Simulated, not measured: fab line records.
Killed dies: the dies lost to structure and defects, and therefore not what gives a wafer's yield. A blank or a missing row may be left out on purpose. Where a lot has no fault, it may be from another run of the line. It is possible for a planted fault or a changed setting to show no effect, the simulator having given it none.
A struck lot beside a sound one | flow sfqLine | 42 out of 325 route steps
Sound: wafers L894.2, L894.4, L894.5. Struck: wafers L905.3, L905.5. (L905.6 of the same lot was not struck and is left out.) The cause comes at the end.
Order at every step that has rows: each side's tool, ch and its chambers, its first start. Under that, the readings that differ: sound wafers | struck wafers | difference of the means | sigmas: that difference in standard deviations of wafers without a fault.
alike: same words and numbers on both sides, and readings whose means sit less than 2 such deviations apart. not compared: any withheld reading, any reading some wafer has no value for, any bound like >300 that may hide the same value, and any number with overlapping values for which the record gives no deviation.
A row with sigmas, a row that says differs or no value, or rows on one side alone: a step with any of these is where the two part. When numbers do not overlap yet have no deviation, they are printed without sigmas and do not part them. Lack of a reading on every wafer of one side parts them only where that side has two or more wafers.

first, 6 steps without rows for these wafers: SFQ_TRILAYER_M1_LITHO_COAT_044 (resist thk 62 nm); SFQ_TRILAYER_M1_LITHO_COAT_039 (resist thk 600 nm); SFQ_TRILAYER_M1_LITHO_SOFTBAKE_043; SFQ_TRILAYER_M1_LITHO_EXPOSE_040 (exposes mask M1, target cd 500 nm); SFQ_TRILAYER_M1_LITHO_PEB_042 (peb time 60 s); SFQ_TRILAYER_M1_LITHO_DEVELOP_041 (time 60 s).
SFQ_M1_OVL_MEAS_911:
  sound on overlay-01, day 26 16:39; struck on overlay-01, day 30 07:44
  alike: M1_OVL
then, 5 steps without rows for these wafers: SFQ_TRILAYER_M1_BARC_OPEN_METAL_ETCH_054 (etches BARC in O2, target depth 125 nm, time 41.7 s); SFQ_TRILAYER_M1_ETCH_METAL_ETCH_042 (etches Nb in Cl2/Ar, stops on SiO2, target depth 240 nm, time 120 s); SFQ_TRILAYER_M1_STRIP_STRIP_043 (strips in O2); SFQ_TRILAYER_M1_STRIP_SOLV_CLEAN_044 (cleans in NMP, time 600 s); SFQ_TRILAYER_I1_DEP_PECVD_045 (deposits SiO2 from SiH4/N2O, time 111.11 s, target thk 500 nm).
SFQ_TRILAYER_I1_CMP_CMP_046: polishes SiO2.
  sound on cmp-01 ch 0,1,2, day 27 05:12; struck on cmp-02 ch 0, day 30 08:48
reading                                            | sound           | struck      | difference | sigmas
timeToEndpointS (s)                                | 205 220 209     | 280 280     | +69        | +9
model.SiO2_of_TRILAYER_I1_DEP_PECVD_045.thkNm (nm) | 199.2 200 198.7 | 304.9 304.4 | +105.3     | 
  alike: headPressurePsi, motorCurrentA, slurryFilterDpKPa
SFQ_I1_BOW_MEAS_912:
  sound on filmMetro-01, day 27 08:13; struck on filmMetro-01, day 30 11:50
  alike: I1_BOW
SFQ_TRILAYER_I1_METRO_MEASURE_047:
  sound on filmMetro-01, day 27 08:31; struck on filmMetro-01, day 30 12:19
reading    | sound             | struck      | difference | sigmas
thkNm (nm) | 199.4 200.1 198.8 | 304.7 304.3 | +105.1     | +99 or more
then, 6 steps without rows for these wafers: SFQ_TRILAYER_I1_VIA_LITHO_COAT_054 (resist thk 62 nm); SFQ_TRILAYER_I1_VIA_LITHO_COAT_049 (resist thk 650 nm); SFQ_TRILAYER_I1_VIA_LITHO_SOFTBAKE_053; SFQ_TRILAYER_I1_VIA_LITHO_EXPOSE_050 (exposes mask I1, target cd 500 nm); SFQ_TRILAYER_I1_VIA_LITHO_PEB_052 (peb time 60 s); SFQ_TRILAYER_I1_VIA_LITHO_DEVELOP_051 (time 60 s).
-- the record jumps here: 6 days lie between the struck wafers' starts before and after --
SFQ_I1_OVL_MEAS_913:
  sound on overlay-01, day 27 11:47; struck on overlay-02, day 36 19:59
  alike: I1_OVL
then, 1 step without rows for these wafers: SFQ_TRILAYER_I1_VIA_BARC_OPEN_VIA_ETCH_071 (etches BARC in O2, target depth 125 nm, time 41.7 s).
SFQ_TRILAYER_I1_VIA_ETCH_VIA_ETCH_052: etches SiO2 in CHF3, stops on Nb, target depth 260 nm.
  sound on rieDiel-02 ch 0,2, day 27 11:51; struck on rieDiel-01 ch 3, day 36 20:03
reading                      | sound             | struck      | difference | sigmas
oesProductAu (a.u.)          | 0.844 0.857 0.860 | 1.000 0.999 | +0.146     | +28
model.etch.depthNm (nm)      | 199.2 200 198.7   | 261.8 262.8 | +63.0      | 
model.I1.featureDepthNm (nm) | 199.2 200 198.7   | 261.8 262.8 | +63.0      | 
  alike: drypumpMotorCurrentA
SFQ_TRILAYER_I1_VIA_STRIP_STRIP_053: strips in O2.
  sound on rieMetal-02 ch 1, day 27 11:58; struck on rieMetal-01 ch 0, day 36 20:22
  alike: drypumpMotorCurrentA, oesProductAu
  not compared: rfHoursCounterH
then, 1 step without rows for these wafers: SFQ_TRILAYER_I1_VIA_STRIP_SOLV_CLEAN_054 (cleans in NMP, time 600 s).
SFQ_TRILAYER_M2_DEP_PRE_CLEAN_056: time 22.5 s.
  sound on pvdSputter-03, day 27 12:44; struck on pvdSputter-03, day 36 20:58
reading                                            | sound             | struck      | difference | sigmas
model.SiO2_of_TRILAYER_I1_DEP_PECVD_045.thkNm (nm) | 191.7 192.5 191.2 | 297.4 296.9 | +105.3     | 
then, 1 step without rows for these wafers: SFQ_TRILAYER_M2_DEP_SPUTTER_055 (material Nb, target thk 200 nm, time 133.3 s).
SFQ_M2_RS_MEAS_914: uses a four-point probe to measure.
  sound on filmMetro-01, day 27 12:53; struck on filmMetro-04, day 36 21:08
  alike: M2_NB_RS
then, 6 steps without rows for these wafers: SFQ_TRILAYER_M2_LITHO_COAT_062 (resist thk 62 nm); SFQ_TRILAYER_M2_LITHO_COAT_057 (resist thk 600 nm); SFQ_TRILAYER_M2_LITHO_SOFTBAKE_061; SFQ_TRILAYER_M2_LITHO_EXPOSE_058 (exposes mask M2, target cd 500 nm); SFQ_TRILAYER_M2_LITHO_PEB_060 (peb time 60 s); SFQ_TRILAYER_M2_LITHO_DEVELOP_059 (time 60 s).
SFQ_M2_OVL_MEAS_916:
  sound on overlay-01, day 33 08:20; struck on overlay-02, day 36 23:39
  alike: M2_OVL
SFQ_TRILAYER_M2_BARC_OPEN_METAL_ETCH_077: etches BARC in O2, target depth 125 nm, time 41.7 s.
  sound on rieMetal-03 ch 0,1, day 33 08:22; struck on rieMetal-04 ch 0, day 36 23:42
  alike: drypumpMotorCurrentA, oesProductAu
  not compared: rfHoursCounterH
SFQ_TRILAYER_M2_ETCH_METAL_ETCH_060: etches Nb in Cl2/Ar, stops on SiO2, target depth 240 nm, time 120 s.
  sound on rieMetal-03 ch 0,1, day 33 08:25; struck on rieMetal-04 ch 0, day 36 23:47
  alike: drypumpMotorCurrentA, oesProductAu
  not compared: rfHoursCounterH
SFQ_TRILAYER_M2_STRIP_STRIP_061: strips in O2.
  sound on rieMetal-03 ch 0,1, day 33 08:33; struck on rieMetal-04 ch 0, day 37 00:04
  alike: drypumpMotorCurrentA, oesProductAu
  not compared: rfHoursCounterH
then, 1 step without rows for these wafers: SFQ_TRILAYER_M2_STRIP_SOLV_CLEAN_062 (cleans in NMP, time 600 s).
SFQ_TRILAYER_I2_DEP_PECVD_063: deposits SiO2 from SiH4/N2O, time 111.11 s, target thk 500 nm.
  sound on pecvd-01 ch 1,2, day 33 09:19; struck on pecvd-03 ch 1,2, day 37 00:38
  alike: heaterPowerW, throttleValvePct
-- the record jumps here: 45 days lie between the struck wafers' starts before and after --
SFQ_M8_BOW_MEAS_951:
  sound on filmMetro-03, day 78 03:03; struck on filmMetro-04, day 81 12:56
reading                | sound             | struck      | difference | sigmas
model.etest.i1.linkOhm | 1.956 1.951 1.948 | 1e+06 1e+06 | +1e+06     | 
  alike: M8_BOW

WHERE THEY PART
Last at SFQ_TRILAYER_I1_VIA_ETCH_VIA_ETCH_052 as far as this record goes, first at SFQ_TRILAYER_I1_CMP_CMP_046. Later steps at which nothing parts them and some readings are alike: SFQ_TRILAYER_I1_VIA_STRIP_STRIP_053, SFQ_M2_RS_MEAS_914, SFQ_M2_OVL_MEAS_916, SFQ_TRILAYER_M2_BARC_OPEN_METAL_ETCH_077, SFQ_TRILAYER_M2_ETCH_METAL_ETCH_060, SFQ_TRILAYER_M2_STRIP_STRIP_061, SFQ_TRILAYER_I2_DEP_PECVD_063, SFQ_M8_BOW_MEAS_951.

WHY: whatever the simulator had introduced
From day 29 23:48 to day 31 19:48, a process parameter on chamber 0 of cmp-02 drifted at SFQ_TRILAYER_I1_CMP_CMP_046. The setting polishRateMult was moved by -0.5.
